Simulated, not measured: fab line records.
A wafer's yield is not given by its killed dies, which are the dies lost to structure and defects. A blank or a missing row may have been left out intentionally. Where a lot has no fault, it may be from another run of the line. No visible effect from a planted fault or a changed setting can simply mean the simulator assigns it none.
A lot that was struck, set against a sound lot	flow sky130	32 out of 708 route steps
Sound: these wafers, L358.3, L358.4, L358.6. Wafers struck: L362.2, L362.6. The cause is given at the end.
At each step with rows: each side's tool, then ch and its chambers, then its first start. Under that, the readings that differ: sound wafers	struck wafers	difference of the means	sigmas: that difference in standard deviations of wafers without a fault.
alike: words and numbers the same on both sides, and readings whose means are apart by under 2 such deviations; not compared: readings that were withheld, readings missing a value for some wafer, numbers with overlapping values and no deviation given by the record, and bounds like >300 which may hide the same value.
The two part at a step that has a row with sigmas, a row that says differs or no value, or rows on one side only. When numbers do not overlap yet have no deviation, they are printed without sigmas and do not part them. A reading missing from all wafers of one side parts the sides only when that side holds two or more wafers.

SKY_PWDE_OVL_MEAS_07:
  sound on overlay-01, day 4 21:04; struck on overlay-02, day 5 14:31
  alike: PWDE_OVL
next, for these wafers, 1 step has no rows: SKY_PWDE_IMPLANT_08.
SKY_PWDE_STRIP_09: strips in O2/N2.
  sound on plasma asher-04 ch 0,1, day 4 21:17; struck on plasma asher-04 ch 0, day 5 14:41
  alike: drypump motor current A, oes product au, strip time to endpoint s
  not compared: rf hours counter h
SKY_PWDE_TW_MEAS_10:
  sound on film metro-02, day 4 21:22; struck on film metro-03, day 5 14:48
reading	sound	struck	difference	sigmas
PWDE_TW	377.5 376.6 377.7	369.5 371.7	-6.7	-3
then, 7 steps without rows for these wafers: SKY_NWELL_DEHYDRATE_03 (time 60 s); SKY_NWELL_HMDS_04 (prime time 60 s); SKY_NWELL_COAT_05 (resist thk 3000 nm); SKY_NWELL_SOFTBAKE_06; SKY_NWELL_EXPOSE_07 (exposes mask NWM, target cd 840 nm); SKY_NWELL_PEB_08; SKY_NWELL_DEVELOP_09 (develop time 60 s).
SKY_NWELL_OVL_MEAS_10:
  sound on overlay-02, day 5 14:08; struck on overlay-01, day 6 08:47
reading	sound	struck	difference	sigmas
NWELL_00_OVL (nm)	0.9 2.7 1.6	-3.1 -1.6	-4.1	-3
SKY_NWELL_IMPLANT_11:
  sound on implanter-03 ch 0, day 5 14:13; struck on implanter-03 ch 0, day 6 08:50
reading	sound	struck	difference	sigmas
beam on s (s)	9.75 10.35 10.17	8.03 7.65	-2.25	-11
faraday current uA	110.2 103.3 105.4	133.4 139.1	+30.0	+14
  alike: end station pressure torr
then, 2 steps without rows for these wafers: SKY_NWELL_IMPLANT_12; SKY_NWELL_IMPLANT_13.
SKY_NWELL_STRIP_14: strips in O2/N2.
  sound on plasma asher-02 ch 0,1, day 5 14:38; struck on plasma asher-04 ch 0,1, day 6 09:16
  alike: drypump motor current A, oes product au, strip time to endpoint s
  not compared: rf hours counter h
SKY_NWELL_TW_MEAS_15:
  sound on film metro-01, day 5 14:44; struck on film metro-03, day 6 09:22
reading	sound	struck	difference	sigmas
NWELL_TW	1829 1834 1831	1699 1713	-125	-10
then, 7 steps without rows for these wafers: SKY_NWELL_DEHYDRATE_16 (time 60 s); SKY_NWELL_HMDS_17 (prime time 60 s); SKY_NWELL_COAT_18 (resist thk 3000 nm); SKY_NWELL_SOFTBAKE_19; SKY_NWELL_EXPOSE_20 (exposes mask NWM COMPLEMENT, target cd 840 nm); SKY_NWELL_PEB_21; SKY_NWELL_DEVELOP_22 (develop time 60 s).
SKY_NWELL_OVL_MEAS_23:
  sound on overlay-02, day 6 08:36; struck on overlay-01, day 7 03:37
  alike: NWELL_01_OVL
next, for these wafers, 1 step has no rows: SKY_NWELL_IMPLANT_24.
SKY_NWELL_STRIP_25: strips in O2/N2.
  sound on plasma asher-01 ch 0,1, day 6 08:48; struck on plasma asher-01 ch 0,1, day 7 03:47
reading	sound	struck	difference	sigmas
strip time to endpoint s (s)	37.01 37.02 37.04	36.80 36.70	-0.27	-2
  alike: drypump motor current A, oes product au
  not compared: rf hours counter h
SKY_NWELL_TW_MEAS_26:
  sound on film metro-03, day 6 08:53; struck on film metro-02, day 7 03:54
  alike: NWELL_2_TW
then, 1 step without rows for these wafers: SKY_NWELL_CLEAN_27 (cleans in SC1/SC2, time 150 s).
SKY_NWELL_RTA_28: time 30 s.
  sound on rtp anneal-02 ch 0, day 6 09:01; struck on rtp anneal-01 ch 0, day 7 04:01
  alike: lamp power pct, ramp up c per s, wafer_temp_C_max
SKY_NWELL_RS_MEAS_29: a four-point-probe measurement.
  sound on film metro-01, day 6 09:08; struck on film metro-01, day 7 04:07
reading	sound	struck	difference	sigmas
NWELL_RS (ohm/sq)	623.8 623.0 623.2	697.1 696.6	+73.5	+43
-- the record jumps here: 41 days lie between the struck wafers' starts before and after (it left off in module NWELL and takes up again in module PAD_OPEN, whose first step shown is number 708 of the route) --
SKY_PAD_OPEN_PROBE_99:
  sound on prober-01, day 47 01:03; struck on prober-01, day 47 19:26
reading	sound	struck	difference	sigmas
model.etest.nfet_16v.r on ohm um	1.403e+04 1.419e+04 1.407e+04	1.521e+04 1.52e+04	+1.108e+03	
model.etest.tip_p_5v.rs ohm sq	2898 2900 2893	2781 2786	-114	
model.etest.res nwell.width nm (nm)	817.8 823.3 821.2	813.5 812	-8.0	
model.etest.pfet_16v.drive ua um	240.4 232.5 237.7	258.9 258.4	+21.8	
model.etest.field p.vt v (V)	-40.91 -43.23 -43.64	-34.74 -34.41	+8.02	
model.etest.pfet g5v0d10v5.off log10 a um	-13 -12.88 -13.24	-11.83 -11.69	+1.28	
  not compared: model.etest.res nwell.line ohm um, model.etest.res nwell.rs ohm sq

== WHERE THEY PART ==
Last at SKY_NWELL_RS_MEAS_29 as far as this record goes, first at SKY_PWDE_TW_MEAS_10.

WHY: whatever the simulator had introduced
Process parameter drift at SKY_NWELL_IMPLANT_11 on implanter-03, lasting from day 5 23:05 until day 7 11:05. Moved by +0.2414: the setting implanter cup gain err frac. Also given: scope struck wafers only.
